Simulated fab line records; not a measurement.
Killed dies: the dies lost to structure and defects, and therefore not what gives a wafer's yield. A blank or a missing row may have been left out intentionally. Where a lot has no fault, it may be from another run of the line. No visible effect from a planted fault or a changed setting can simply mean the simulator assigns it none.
The tool behind it: which one?    flow sfq_line    Sampling: 14 lots, 42 wafers, 3 of 325 route steps

## WHAT THE GAUGES SHOWED, per wafer
The record holds no reading of a measuring or inspecting step that can be judged against a usual standard deviation.

## WHAT TOOL EACH LOT RAN ON (gives the tool, then ch and the chambers of the sampled wafers, and finally the start)
lot   SFQ_TRILAYER_I0_CMP_CMP_028    SFQ_TRILAYER_I0_METRO_MEASURE_029  SFQ_TRILAYER_I0_VIA_ETCH_VIA_ETCH_034
L415  cmp-01 ch 0,2,3, day 12 12:02  film_metro-02, day 12 14:40        rie_diel-02 ch 1,2,3, day 17 18:19
L416  cmp-02 ch 1,2,3, day 13 07:29  film_metro-03, day 13 10:37        rie_diel-03 ch 0,1,2, day 18 20:25
L417  cmp-01 ch 0,1,3, day 13 12:02  film_metro-04, day 13 14:40        rie_diel-03 ch 0,1,2, day 19 02:25
L418  cmp-02 ch 2,3, day 13 13:29    film_metro-02, day 13 17:01        rie_diel-02 ch 2,3, day 19 04:49
L420  cmp-01 ch 0,1, day 14 08:04    film_metro-02, day 14 11:11        rie_diel-01 ch 0,2,3, day 20 04:49
L421  cmp-02 ch 0,1, day 14 17:28    film_metro-04, day 14 20:35        rie_diel-01 ch 1,2, day 20 15:37
L424  cmp-01 ch 1,2,3, day 15 18:01  film_metro-03, day 15 20:38        rie_diel-02 ch 0,1,2, day 22 01:35
L426  cmp-01 ch 0,3, day 16 11:47    film_metro-02, day 16 15:07        rie_diel-01 ch 1,2, day 23 08:45
L427  cmp-01 ch 0,1,2, day 16 17:30  film_metro-02, day 16 19:07        rie_diel-02 ch 1,2, day 23 12:21
L430  cmp-02 ch 0,2, day 18 03:49    film_metro-04, day 18 06:38        rie_diel-02 ch 0,2,3, day 25 04:11
L433  cmp-02 ch 2,3, day 18 22:37    film_metro-03, day 19 02:08        rie_diel-03 ch 0,2,3, day 25 22:11
L435  cmp-02 ch 0,1, day 19 23:49    film_metro-03, day 20 03:08        rie_diel-03 ch 0,2, day 26 14:59
L436  cmp-01 ch 0,1, day 20 08:43    film_metro-02, day 20 11:32        rie_diel-03 ch 0,1, day 26 22:11
L437  cmp-01 ch 0,1,2, day 20 18:19  film_metro-02, day 20 20:56        rie_diel-03 ch 1,2,3, day 27 09:12
- SFQ_TRILAYER_I0_CMP_CMP_028: polishes SiO2.
- SFQ_TRILAYER_I0_METRO_MEASURE_029
- SFQ_TRILAYER_I0_VIA_ETCH_VIA_ETCH_034: etches SiO2 in CHF3, stops on Nb, target depth 260 nm.

## AS READ BY THE TOOLS THEMSELVES (means over the sampled wafers that have a number; for cases with no such wafer, the mark the record gives instead)
SFQ_TRILAYER_I0_CMP_CMP_028.
lot   tool    motor_current_A (A)  time_to_endpoint_s (s)
L415  cmp-01  9.4                  212
L416  cmp-02  10.8                 213
L417  cmp-01  9.3                  211
L418  cmp-02  10.8                 218
L420  cmp-01  9.1                  210
L421  cmp-02  9.9                  217
L424  cmp-01  9.0                  211
L426  cmp-01  9.9                  238
L427  cmp-01  9.1                  238
L430  cmp-02  10.7                 213
L433  cmp-02  11.1                 217
L435  cmp-02  10.0                 211
L436  cmp-01  9.5                  222
L437  cmp-01  9.3                  217

SFQ_TRILAYER_I0_METRO_MEASURE_029.
lot   tool           thk_nm (nm)
L415  film_metro-02  200.4
L416  film_metro-03  200.8
L417  film_metro-04  199.1
L418  film_metro-02  199.6
L420  film_metro-02  199.6
L421  film_metro-04  200.4
L424  film_metro-03  199.7
L426  film_metro-02  167.5
L427  film_metro-02  183.9
L430  film_metro-04  199.2
L433  film_metro-03  199.6
L435  film_metro-03  200.3
L436  film_metro-02  201.1
L437  film_metro-02  200.9

SFQ_TRILAYER_I0_VIA_ETCH_VIA_ETCH_034.
lot   tool         drypump_motor_current_A (A)  oes_product_au (a.u.)
L415  rie_diel-02  5.6                          0.856
L416  rie_diel-03  6.5                          0.856
L417  rie_diel-03  6.4                          0.852
L418  rie_diel-02  6.1                          0.851
L420  rie_diel-01  5.7                          0.856
L421  rie_diel-01  5.6                          0.854
L424  rie_diel-02  5.7                          0.854
L426  rie_diel-01  5.6                          0.776
L427  rie_diel-02  5.8                          0.815
L430  rie_diel-02  6.0                          0.854
L433  rie_diel-03  6.1                          0.855
L435  rie_diel-03  6.2                          0.856
L436  rie_diel-03  6.3                          0.858
L437  rie_diel-03  6.3                          0.857

## THE ANSWER, worked out from the rows above alone
Rule: the usual values come from the lots themselves. The widest of any qualifying gaps counts: lots, ordered by their means at a reading, are off when they make up no more than a third of the lots, leave a main group of 4 or more, and stand apart from it by 3 or more times the standard deviation of that group's means. The tables above print the reading to a certain number of digits; a main group whose means all agree to those digits is not used. A lot without any number at a reading at which 4 lots or more have one is off too. Any other lot the step has rows for is counted as sound. The gauges are gone through in route order, then the tools' own readings, and for those a lot's mean is taken as printed above. At the first step where some lot is off, the reading lying furthest off is the one used; lots without a number count as furthest.
Off at SFQ_TRILAYER_I0_CMP_CMP_028 (time_to_endpoint_s): L426, L427. The main group has a mean of 214 s with a standard deviation of 3.6.
If a tool, at that step or one of the process steps before it, ran each lot that is off and ran no sound lot following the first of them, it fits. No candidate that was tried fits.

## WHAT THE SIMULATOR PUT IN
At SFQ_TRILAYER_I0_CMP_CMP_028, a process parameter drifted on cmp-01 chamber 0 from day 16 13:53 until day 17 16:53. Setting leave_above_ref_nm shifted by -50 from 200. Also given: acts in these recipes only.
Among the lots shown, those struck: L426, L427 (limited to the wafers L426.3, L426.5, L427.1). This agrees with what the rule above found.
